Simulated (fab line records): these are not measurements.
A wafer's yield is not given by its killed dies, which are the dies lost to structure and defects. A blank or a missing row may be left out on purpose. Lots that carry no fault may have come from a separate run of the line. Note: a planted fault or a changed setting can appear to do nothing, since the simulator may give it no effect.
Which tool is to blame? | flow sky130 | 14 lots (42 wafers sampled), 1 step of a 708-step route

WHAT THE GAUGES READ, wafer by wafer
SKY_METAL3_OVL_MEAS_14. Usual: METAL3_OVL 4 nm, standard deviation 5.7.
lot  | measured     | on         | METAL3_OVL (nm) | flag
L922 | day 38 05:40 | overlay-01 | 1 -2 4          | 
L923 | day 38 20:19 | overlay-02 | 2 4 7           | 
L924 | day 38 22:55 | overlay-01 | 14 15 8         | 
L927 | day 40 00:26 | overlay-01 | 14 -1 16        | 
L928 | day 40 02:12 | overlay-01 | 9 16 2          | 
L931 | day 41 05:37 | overlay-02 | 4 -6 3          | 
L932 | day 41 16:32 | overlay-01 | 2 4 6           | 
L933 | day 41 20:34 | overlay-01 | -1 3 -3         | 
L935 | day 42 10:44 | overlay-01 | 4 3 10          | 
L937 | day 42 20:24 | overlay-02 | 3 7 -1          | 
L941 | day 43 22:27 | overlay-02 | 7 -5 6          | 
L943 | day 44 11:26 | overlay-01 | 13 10 12        | 
L945 | day 44 20:34 | overlay-01 | 2 3 3           | 
L944 | day 45 01:58 | overlay-02 | -6 -3 -4        | 

TOOL THAT RAN EACH LOT (tool first, then ch and the chambers of the sampled wafers, then the start)
There is no process step in the record ahead of these readings.

WHAT THE TOOLS THEMSELVES READ (means of the sampled wafers that have a number; where no wafer has one, the mark that the record gives instead)
The record holds no such reading with a usual standard deviation.

THE ANSWER, worked out from the rows above alone
Rule: take the mean of a lot's wafers that have a number; if it is more than 3 standard deviations from the usual mean, the lot is off. Also off: a lot with no number at a reading for which 4 or more lots have one. Any other lot the step has rows for is counted as sound. First the gauges in route order, then the tools' own readings, where a lot's mean is used as printed above. At the first step where some lot is off, the reading lying furthest off is the one used; lots without a number count as furthest.
Across all readings shown, no lot is off: no conclusion can be drawn from this.

WHAT HAD BEEN PUT IN BY THE SIMULATOR
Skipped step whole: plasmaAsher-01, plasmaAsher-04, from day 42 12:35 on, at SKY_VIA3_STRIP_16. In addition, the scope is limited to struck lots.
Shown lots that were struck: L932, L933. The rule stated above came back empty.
